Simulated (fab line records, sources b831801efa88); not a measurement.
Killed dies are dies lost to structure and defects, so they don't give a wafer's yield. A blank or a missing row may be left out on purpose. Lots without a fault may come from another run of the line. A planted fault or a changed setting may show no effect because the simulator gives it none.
Chamber matching | flow gf180mcu | GF_POLY_GATE_ETCH_13 on rie_si-01: 4 sister chambers
The step etches poly-Si in HBr/Cl2, stops on SiO2, target depth 198.5 nm, time 69.6 s. 39 wafers are shown with their chamber, then 12 later ones without.

WAFERS WITH THEIR CHAMBER
wafer  | chamber | drypump_motor_current_A (A) | oes_product_au (a.u.) | throttle_valve_pct (%)
L074.2 | 0       | 5.2                         | 0.994                 | 33.674
L074.5 | 3       | 5.7                         | 0.997                 | 33.675
L074.6 | 2       | 6.1                         | 0.994                 | 33.681
L075.3 | 3       | 5.8                         | 0.990                 | 33.677
L075.4 | 1       | 5.7                         | 1.004                 | 33.686
L075.5 | 1       | 5.7                         | 0.997                 | 33.681
L076.2 | 3       | 5.8                         | 0.985                 | 33.683
L076.5 | 3       | 5.8                         | 0.983                 | 33.689
L076.6 | 0       | 5.1                         | 0.998                 | 33.687
L079.2 | 2       | 6.1                         | 0.993                 | 33.691
L079.5 | 2       | 6.1                         | 0.996                 | 33.669
L079.6 | 3       | 5.8                         | 0.986                 | 33.673
L080.1 | 1       | 5.7                         | 0.994                 | 33.692
L080.3 | 2       | 6.1                         | 1.000                 | 33.676
L080.4 | 0       | 5.1                         | 0.996                 | 33.674
L081.1 | 1       | 5.7                         | 0.996                 | 33.710
L081.4 | 0       | 5.2                         | 0.992                 | 33.671
L081.6 | 2       | 6.0                         | 0.987                 | 33.693
L085.3 | 3       | 5.8                         | 0.997                 | 33.692
L085.4 | 1       | 5.7                         | 1.003                 | 33.705
L085.5 | 3       | 5.8                         | 0.981                 | 33.662
L087.3 | 0       | 5.2                         | 0.995                 | 33.667
L087.4 | 1       | 5.7                         | 1.005                 | 33.679
L087.5 | 1       | 5.7                         | 0.995                 | 33.686
L088.1 | 2       | 6.0                         | 0.987                 | 33.696
L088.2 | 1       | 5.8                         | 0.990                 | 33.688
L088.6 | 2       | 6.0                         | 0.985                 | 33.692
L089.3 | 3       | 5.7                         | 0.974                 | 33.681
L089.4 | 1       | 5.7                         | 0.989                 | 33.684
L089.5 | 3       | 5.7                         | 0.988                 | 33.687
L090.1 | 3       | 5.8                         | 0.992                 | 33.680
L090.3 | 2       | 6.0                         | 0.988                 | 33.683
L090.6 | 2       | 6.0                         | 0.999                 | 33.687
L091.1 | 2       | 6.1                         | 0.987                 | 33.680
L091.2 | 3       | 5.7                         | 0.988                 | 33.686
L091.5 | 3       | 5.8                         | 0.991                 | 33.700
L092.3 | 2       | 6.1                         | 0.986                 | 33.689
L092.5 | 0       | 5.1                         | 0.993                 | 33.693
L092.6 | 1       | 5.7                         | 0.989                 | 33.671

SIGNATURES (means of the wafers above)
reading                 | chamber 0 | chamber 1 | chamber 2 | chamber 3 | scatter within a chamber
drypump_motor_current_A | 5.150     | 5.710     | 6.055     | 5.767     | 0.0472
oes_product_au          | 0.99467   | 0.99620   | 0.99109   | 0.98767   | 0.00568
throttle_valve_pct      | 33.67767  | 33.68820  | 33.68518  | 33.68208  | 0.00998
Rule: a wafer's distance from a chamber is the root of the sum, over the readings, of the square of ((its reading less the chamber's mean) divided by the reading's scatter). The wafer belongs to the nearest chamber; if the next one is less than 2 further off, it can't be placed. The scatter: the root of (the sum of the squares of (reading less its chamber's mean) over the shown wafers, divided by (wafers less chambers)).

WAFERS WITHOUT THEIR CHAMBER
wafer  | drypump_motor_current_A (A) | oes_product_au (a.u.) | throttle_valve_pct (%)
L093.1 | 5.2                         | 0.980                 | 33.694
L093.2 | 5.8                         | 0.967                 | 33.700
L093.5 | 5.8                         | 0.982                 | 33.674
L095.2 | 5.8                         | 0.981                 | 33.688
L095.4 | 5.7                         | 0.986                 | 33.677
L095.5 | 5.8                         | 1.001                 | 33.685
L096.2 | 5.7                         | 0.994                 | 33.682
L096.3 | 6.1                         | 0.996                 | 33.676
L096.6 | 6.0                         | 0.971                 | 33.691
L097.2 | 6.1                         | 1.004                 | 33.682
L097.5 | 5.7                         | 0.999                 | 33.685
L097.6 | 5.1                         | 1.009                 | 33.686

WHICH CHAMBER EACH WENT THROUGH
wafer  | from the rows above     | in truth
L093.1 | 0                       | 0
L093.2 | can't be placed: 3 or 1 | 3
L093.5 | can't be placed: 3 or 1 | 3
L095.2 | can't be placed: 3 or 1 | 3
L095.4 | can't be placed: 3 or 1 | 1
L095.5 | can't be placed: 1 or 3 | 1
L096.2 | can't be placed: 1 or 3 | 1
L096.3 | 2                       | 2
L096.6 | 2                       | 2
L097.2 | 2                       | 2
L097.5 | can't be placed: 1 or 3 | 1
L097.6 | 0                       | 0
Placed correctly: 5 of 12. Can't be placed from these rows: 7 (the true chamber is among the candidates in 7). Placed wrongly: 0.
